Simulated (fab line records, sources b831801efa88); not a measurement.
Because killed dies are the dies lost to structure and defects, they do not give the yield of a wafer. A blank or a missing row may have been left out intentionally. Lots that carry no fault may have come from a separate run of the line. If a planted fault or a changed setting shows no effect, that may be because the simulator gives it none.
fab line records -- flow sky130
record: lots: 13, wafers: 39, lastDay: 50
route steps=708 shown RES_XHIGH@340 VIA4@651 PAD_OPEN@707
lots that met no fault: from a run of the same line without faults
startH: hours from the record's first day to the start of the lot's first wafer shown -- waitH: how many hours have passed since the lot's step before this one -- " unchanged from the row above -- L1.1+2: a single row standing in for several wafers -- - no value, or no start given -- * or withheld: withheld -- < > ~ a bound
route shown NAME@n: NAME is a module with steps in the file, n the number in the route of the first one -- usual: mean/standard deviation taken from wafers without a fault -- same: alike in all rows -- chamber/n: place in a boat -- sites: readings site by site -- _std_site: the values' standard deviation -- _edge_site: mean of outer sites minus mean of inner sites -- radiusMm: for every site, how far away it sits from the centre of the wafer -- mask NAME#n: copy n -- behind: the most recent tool/chamber to have shaped the wafer -- hold: why the lot went on hold/how many hours it stayed there/how the hold came to an end -- device: the transistor (n, p or np) that didn't switch -- end of line: the same wafers' tests at the end of the route -- a step given without rows: its recipe and nothing more -- killed: at the first sort, the dies lost to defects and structure; wafer yield is something else -- map: a wafer's dies, x killed, . not, _ none there
set.NAME: the setting that was run; set.NAME@STEP: the one run at that earlier step -- model.NAME: the simulator's own value behind a step, which no gauge read
the route's steps for a sample of lots (tables are steps, rows are wafers)
services: a tool's chamber out of use, with start hour (startH, from the record's first day; less than 0 if before it), hours out, and reason
== steps ==
step: SKY_RES_XHIGH_STRIP_08
recipe: chemistry: O2/N2, powerW: 1400, pressureMtorr: 1500, platenTempC: withheld, o2FlowSccm: 3000, n2FlowSccm: 300, overashFraction: 0.5
usual: drypumpMotorCurrentA: 5.7/0.35, oesProductAu: 0.711/0.0044, stripTimeToEndpointS: 14.25/0.042
lot.wafer,tool,chamber,startH,waitH,drypumpMotorCurrentA,oesProductAu,rfHoursCounterH,stripTimeToEndpointS
L825.2,plasmaAsher-03,1,649.92,0.1,5.3,0.712,50,14.30
L825.3,plasmaAsher-03,1,649.92,0.1,5.2,0.711,-,14.25
L825.4,plasmaAsher-03,0,649.92,0.1,6.0,0.707,-,14.25
L823.1,plasmaAsher-03,1,652.43,0.1,5.3,0.710,50,14.25
L823.3,plasmaAsher-03,1,652.43,0.1,5.3,0.710,-,14.22
L823.5,plasmaAsher-03,0,652.43,0.1,6.0,0.711,-,14.22
L830.1,plasmaAsher-03,0,670.76,0.1,6.0,0.713,52,14.21
L830.2,plasmaAsher-03,1,670.76,0.1,5.3,0.709,52,14.28
L830.6,plasmaAsher-03,0,670.76,0.1,6.0,0.714,-,14.28
L831.1,plasmaAsher-03,1,692.82,0.1,5.3,0.708,54,14.21
L831.4,plasmaAsher-03,1,692.82,0.1,5.3,0.706,-,14.22
L831.6,plasmaAsher-03,0,692.82,0.1,6.0,0.710,-,14.27
L834.1,plasmaAsher-02,0,719.83,0.1,5.3,0.704,90,14.27
L834.5,plasmaAsher-02,1,719.83,0.1,6.2,0.706,-,14.25
L834.6,plasmaAsher-02,0,719.83,0.1,5.3,0.707,-,14.25
L836.3,plasmaAsher-02,0,728.19,0.1,5.3,0.712,-,14.19
L836.4,plasmaAsher-02,1,728.19,0.1,6.1,0.708,-,14.23
L836.6,plasmaAsher-02,0,728.19,0.1,5.3,0.715,-,14.23
L835.1,plasmaAsher-04,1,731.26,0.1,6.0,0.711,105,14.22
L835.4,plasmaAsher-04,1,731.26,0.1,6.0,0.707,-,14.16
L835.5,plasmaAsher-04,0,731.26,0.1,5.6,0.706,-,14.23
L838.1,plasmaAsher-02,0,742.73,0.1,5.3,0.713,93,14.26
L838.2,plasmaAsher-02,1,742.73,0.1,6.2,0.711,93,14.21
L838.5,plasmaAsher-02,0,742.73,0.1,5.3,0.712,-,14.18
L840.2,plasmaAsher-04,0,755.72,0.1,5.6,0.714,1,14.19
L840.5,plasmaAsher-04,0,755.72,0.1,5.6,0.714,-,14.20
L840.6,plasmaAsher-04,1,755.72,0.1,6.0,0.710,-,14.22
L844.3,plasmaAsher-03,1,790.81,0.1,5.3,0.704,-,14.29
L844.5,plasmaAsher-03,0,790.81,0.1,6.1,0.705,-,14.26
L844.6,plasmaAsher-03,1,790.81,0.1,5.3,0.711,-,14.23
L845.3,plasmaAsher-04,1,791.71,0.1,6.0,0.700,-,14.16
L845.5,plasmaAsher-04,0,791.71,0.1,5.6,0.716,-,14.21
L845.6,plasmaAsher-04,1,791.71,0.1,6.0,0.705,-,14.22
L843.2,plasmaAsher-03,0,791.91,0.1,6.0,0.721,64,14.30
L843.4,plasmaAsher-03,1,791.91,0.1,5.3,0.708,-,14.34
L843.5,plasmaAsher-03,0,791.91,0.1,6.0,0.709,-,14.32
L846.2,plasmaAsher-04,0,795.46,0.1,5.6,0.708,5,14.28
L846.4,plasmaAsher-04,1,795.46,0.1,6.0,0.714,-,14.29
L846.6,plasmaAsher-04,0,795.46,0.1,5.6,0.714,-,14.24
step: SKY_VIA4_ETCH_12
recipe: target: SiO2, chemistry: C4F8/O2/Ar, stopOn: TiN, maskMaterial: NOVOLAK, sourceW: 1500, biasW: 1241, pressureMtorr: 40, c4f8FlowSccm: withheld, O2_flow_sccm: 6, Ar_flow_sccm: 300, timeS: withheld, targetDepthA: 5800
usual: oesProductAu: 0.916/0.0047
lot.wafer,tool,chamber,startH,waitH,oesProductAu
L825.2,rieDiel-02,1,1042.05,0.0,0.916
L825.3,rieDiel-02,0,1042.05,0.0,0.913
L825.4,rieDiel-02,3,1042.05,0.0,0.917
L823.1,rieDiel-01,3,1044.41,0.0,0.919
L823.3,rieDiel-01,1,1044.41,0.0,0.919
L823.5,rieDiel-01,2,1044.41,0.0,0.925
L830.1,rieDiel-02,3,1046.26,0.0,0.922
L830.2,rieDiel-02,2,1046.26,0.0,0.911
L830.6,rieDiel-02,1,1046.26,0.0,0.921
L831.1,rieDiel-01,2,1064.46,0.0,0.918
L831.4,rieDiel-01,0,1064.46,0.0,0.915
L831.6,rieDiel-01,1,1064.46,0.0,0.921
L834.1,rieDiel-01,3,1087.71,0.0,0.919
L834.5,rieDiel-01,0,1087.71,0.0,0.919
L834.6,rieDiel-01,3,1087.71,0.0,0.915
L836.3,rieDiel-01,2,1089.75,0.0,0.920
L836.4,rieDiel-01,1,1089.75,0.0,0.910
L836.6,rieDiel-01,3,1089.75,0.0,0.912
L835.1,rieDiel-02,2,1092.06,0.0,0.919
L835.4,rieDiel-02,0,1092.06,0.0,0.913
L835.5,rieDiel-02,0,1092.06,0.0,0.919
L838.1,rieDiel-02,3,1106.65,0.0,0.915
L838.2,rieDiel-02,2,1106.65,0.0,0.922
L838.5,rieDiel-02,2,1106.65,0.0,0.911
L840.2,rieDiel-03,1,1112.25,0.0,0.915
L840.5,rieDiel-03,0,1112.25,0.0,0.914
L840.6,rieDiel-03,1,1112.25,0.0,0.909
L845.3,rieDiel-02,2,1136.56,0.0,0.918
L845.5,rieDiel-02,2,1136.56,0.0,0.909
L845.6,rieDiel-02,3,1136.56,0.0,0.922
L844.3,rieDiel-03,1,1137.16,0.0,0.916
L844.5,rieDiel-03,3,1137.16,0.0,0.918
L844.6,rieDiel-03,0,1137.16,0.0,0.913
L846.2,rieDiel-01,1,1139.41,0.0,0.913
L846.4,rieDiel-01,0,1139.41,0.0,0.922
L846.6,rieDiel-01,0,1139.41,0.0,0.919
L843.2,rieDiel-03,1,1139.55,0.0,0.912
L843.4,rieDiel-03,3,1139.55,0.0,0.917
L843.5,rieDiel-03,2,1139.55,0.0,0.915
step: SKY_VIA4_THK_MEAS_20
recipe: thkMeasGauge: xrf, reads: W_of_VIA4_CVD_18
usual: VIA4_W_THK: 507/7.8
lot.wafer,tool,chamber,startH,waitH,VIA4_W_THK[nm]
L825.2,filmMetro-01,-,1043.09,0.1,496
L825.3,filmMetro-01,-,1043.09,0.1,500
L825.4,filmMetro-01,-,1043.09,0.1,509
L823.1,filmMetro-01,-,1045.45,0.1,505
L823.3,filmMetro-01,-,1045.45,0.1,494
L823.5,filmMetro-01,-,1045.45,0.1,496
L830.1,filmMetro-01,-,1047.27,0.1,503
L830.2,filmMetro-01,-,1047.27,0.1,499
L830.6,filmMetro-01,-,1047.27,0.1,501
L831.1,filmMetro-01,-,1065.66,0.1,503
L831.4,filmMetro-01,-,1065.66,0.1,507
L831.6,filmMetro-01,-,1065.66,0.1,507
L834.1,filmMetro-02,-,1088.75,0.1,501
L834.5,filmMetro-02,-,1088.75,0.1,503
L834.6,filmMetro-02,-,1088.75,0.1,508
L836.3,filmMetro-02,-,1091.54,0.1,510
L836.4,filmMetro-02,-,1091.54,0.1,505
L836.6,filmMetro-02,-,1091.54,0.1,507
L835.1,filmMetro-03,-,1093.46,0.1,516
L835.4,filmMetro-03,-,1093.46,0.1,513
L835.5,filmMetro-03,-,1093.46,0.1,510
L838.1,filmMetro-03,-,1107.66,0.1,512
L838.2,filmMetro-03,-,1107.66,0.1,518
L838.5,filmMetro-03,-,1107.66,0.1,517
L840.2,filmMetro-03,-,1113.26,0.1,514
L840.5,filmMetro-03,-,1113.26,0.1,519
L840.6,filmMetro-03,-,1113.26,0.1,510
L845.3,filmMetro-02,-,1137.58,0.1,500
L845.5,filmMetro-02,-,1137.58,0.1,505
L845.6,filmMetro-02,-,1137.58,0.1,491
L844.3,filmMetro-01,-,1138.21,0.1,516
L844.5,filmMetro-01,-,1138.21,0.1,506
L844.6,filmMetro-01,-,1138.21,0.1,508
L846.2,filmMetro-01,-,1140.53,0.1,500
L846.4,filmMetro-01,-,1140.53,0.1,510
L846.6,filmMetro-01,-,1140.53,0.1,506
L843.2,filmMetro-03,-,1140.62,0.1,508
L843.4,filmMetro-03,-,1140.62,0.1,518
L843.5,filmMetro-03,-,1140.62,0.1,512
step: SKY_PAD_OPEN_BOW_MEAS_13
recipe: mode: bow
usual: PAD_OPEN_BOW: 47/8
lot.wafer,tool,chamber,startH,waitH,PAD_OPEN_BOW[um]
L825.2,filmMetro-03,-,1110.93,-,37
L825.3,filmMetro-03,-,1110.93,-,38
L825.4,filmMetro-03,-,1110.93,-,50
L823.1,filmMetro-04,-,1114.64,-,56
L823.3,filmMetro-04,-,1114.64,-,57
L823.5,filmMetro-04,-,1114.64,-,62
L830.1,filmMetro-02,-,1117.64,-,41
L830.2,filmMetro-02,-,1117.64,-,53
L830.6,filmMetro-02,-,1117.64,-,57
L831.1,filmMetro-04,-,1131.81,-,43
L831.4,filmMetro-04,-,1131.81,-,38
L831.6,filmMetro-04,-,1131.81,-,43
L834.1,filmMetro-02,-,1151.49,-,57
L834.5,filmMetro-02,-,1151.49,-,58
L834.6,filmMetro-02,-,1151.49,-,63
L836.3,filmMetro-02,-,1156.42,-,37
L836.4,filmMetro-02,-,1156.42,-,39
L836.6,filmMetro-02,-,1156.42,-,61
L835.1,filmMetro-03,-,1156.76,-,49
L835.4,filmMetro-03,-,1156.76,-,49
L835.5,filmMetro-03,-,1156.76,-,56
L838.1,filmMetro-03,-,1167.97,-,49
L838.2,filmMetro-03,-,1167.97,-,56
L838.5,filmMetro-03,-,1167.97,-,38
L840.2,filmMetro-02,-,1172.55,-,42
L840.5,filmMetro-02,-,1172.55,-,43
L840.6,filmMetro-02,-,1172.55,-,38
L845.3,filmMetro-02,-,1193.02,-,60
L845.5,filmMetro-02,-,1193.02,-,49
L845.6,filmMetro-02,-,1193.02,-,59
L844.3,filmMetro-02,-,1194.05,-,43
L844.5,filmMetro-02,-,1194.05,-,51
L844.6,filmMetro-02,-,1194.05,-,53
L846.2,filmMetro-03,-,1195.81,-,46
L846.4,filmMetro-03,-,1195.81,-,51
L846.6,filmMetro-03,-,1195.81,-,46
L843.2,filmMetro-03,-,1196.77,-,44
L843.4,filmMetro-03,-,1196.77,-,45
L843.5,filmMetro-03,-,1196.77,-,39
step: SKY_PAD_OPEN_PROBE_99
usual: killed_at_M0_to_M3: 42/6.6, killed_at_M4_up: 3.0/1.7, killedAtContacts: 24/5.3, killedAtFrontEnd: 15/4.5, killedAtOther: 0.2/0.49, killedDies: 83/9, killedOpen: 45/6.9, killedShort: 38/5.8
same: grossDies: 492, killedAtBackSide: 0
lot.wafer,tool,chamber,startH,waitH,killed_at_M0_to_M3,killed_at_M4_up,killedAtContacts,killedAtFrontEnd,killedAtOther,killedDies,killedOpen,killedShort
L830.1,prober-01,-,1117.76,0.1,39,4,29,12,56,140,48,36
L830.2,prober-01,-,1117.81,0.1,31,1,24,13,62,131,33,36
L830.6,prober-01,-,1118.01,0.2,34,1,25,11,56,127,46,25
L831.1,prober-01,-,1131.93,0.1,33,1,25,15,54,128,42,32
L831.4,prober-01,-,1132.08,0.2,33,0,18,17,45,113,44,24
L831.6,prober-01,-,1132.18,0.2,27,1,31,15,59,133,42,34
killed by level:class
L830.1 RES_XHIGH:unspecified=56 CONTACT:geometricParticle:open=12 VIA1:geometricParticle:open=10 CONTACT:geometricParticle:short=7 METAL1:geometricParticle:short=7 LI_CONTACT:geometricParticle:open=5 METAL2:geometricParticle:short=5 VIA2:geometricParticle:open=5
L830.2 RES_XHIGH:unspecified=62 CONTACT:geometricParticle:open=10 VIA1:geometricParticle:open=9 FIELD_ISO:geometricParticle:short=6 METAL1:geometricParticle:short=5 METAL2:geometricParticle:short=5 POLY_GATE:geometricParticle:short=4 LI_CONTACT:geometricParticle:open=4
L830.6 RES_XHIGH:unspecified=56 CONTACT:geometricParticle:open=15 VIA1:geometricParticle:open=7 METAL2:geometricParticle:short=6 VIA3:geometricParticle:open=5 POLY_GATE:geometricParticle:open=4 LI_CONTACT:geometricParticle:open=4 VIA1:geometricParticle:short=4
L831.1 RES_XHIGH:unspecified=54 LI_CONTACT:geometricParticle:open=10 VIA1:geometricParticle:open=9 VIA2:geometricParticle:open=7 LOCAL_INTERCONNECT:geometricParticle:short=5 METAL3:geometricParticle:short=5 FIELD_ISO:geometricParticle:short=4 LI_CONTACT:geometricParticle:short=4
L831.4 RES_XHIGH:unspecified=45 VIA1:geometricParticle:open=13 CONTACT:geometricParticle:open=8 LI_CONTACT:geometricParticle:open=7 POLY_GATE:geometricParticle:short=6 VIA2:geometricParticle:open=5 FIELD_ISO:geometricParticle:open=4 VIA3:geometricParticle:open=4
L831.6 RES_XHIGH:unspecified=57 VIA3:geometricParticle:open=8 LI_CONTACT:geometricParticle:open=7 CONTACT:geometricParticle:open=7 CONTACT:geometricParticle:short=6 LOCAL_INTERCONNECT:geometricParticle:short=5 VIA1:geometricParticle:open=5 FIELD_ISO:geometricParticle:short=4
== services ==
tool,chamber,startH,hours,kind
rieDiel-03,0,642.48,4.2,repair
rieDiel-03,3,645.35,2.8,repair
rieDiel-03,3,654.98,14.0,repair
rieDiel-01,-,725.21,15.6,pm
rieDiel-02,-,733.00,4.3,pm
plasmaAsher-04,-,733.75,9.0,pm
plasmaAsher-03,-,779.93,2.8,pm
rieDiel-02,2,794.25,3.1,repair
rieDiel-01,0,818.67,2.6,repair
rieDiel-01,-,834.74,72.6,repair
plasmaAsher-04,-,849.67,3.8,repair
rieDiel-01,2,855.89,3.1,repair
rieDiel-01,2,882.26,4.1,repair
plasmaAsher-04,-,899.54,2.0,repair
rieDiel-01,0,938.78,3.4,repair
rieDiel-02,0,945.26,8.0,repair
plasmaAsher-03,-,949.01,3.4,repair
rieDiel-01,3,953.55,3.7,repair
rieDiel-01,1,983.50,44.0,repair
plasmaAsher-04,-,995.02,4.6,repair
plasmaAsher-04,-,997.23,2.9,repair
plasmaAsher-04,-,1012.32,2.8,pm
rieDiel-02,3,1121.16,12.8,repair
plasmaAsher-04,-,1127.74,14.6,pm
== key ==
firstSign: step: SKY_PAD_OPEN_PROBE_99, reading: killedAtOther, direction: up, sigmas: 55, usual: 0.2, struck: 55.3
effect: step: SKY_PAD_OPEN_PROBE_99, reading: killedDies, direction: up, sigmas: 5, usual: 83, struck: 129
metAt SKY_RES_XHIGH_STRIP_08
struckLots L830,L831
testerLeftOut L830,L831
notActingAt SKY_VIA4_ETCH_12,SKY_VIA4_THK_MEAS_20,SKY_PAD_OPEN_BOW_MEAS_13
onsetBetween 652.43 670.76
fault: kind: chamberParticleSource, tool: plasmaAsher-03, chamber: -, onsetH: 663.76, steps: SKY_RES_XHIGH_STRIP_08, ratePerVisitCm2: 0.87887, endH: 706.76
testerLeftOut: of these lots the tester's yield and bins aren't shown, on N5 and GAA mostly nor the transistor test; their killed dies are dies lost to structure and defects alone, not to doping, threshold or leakage, so they don't give the yield
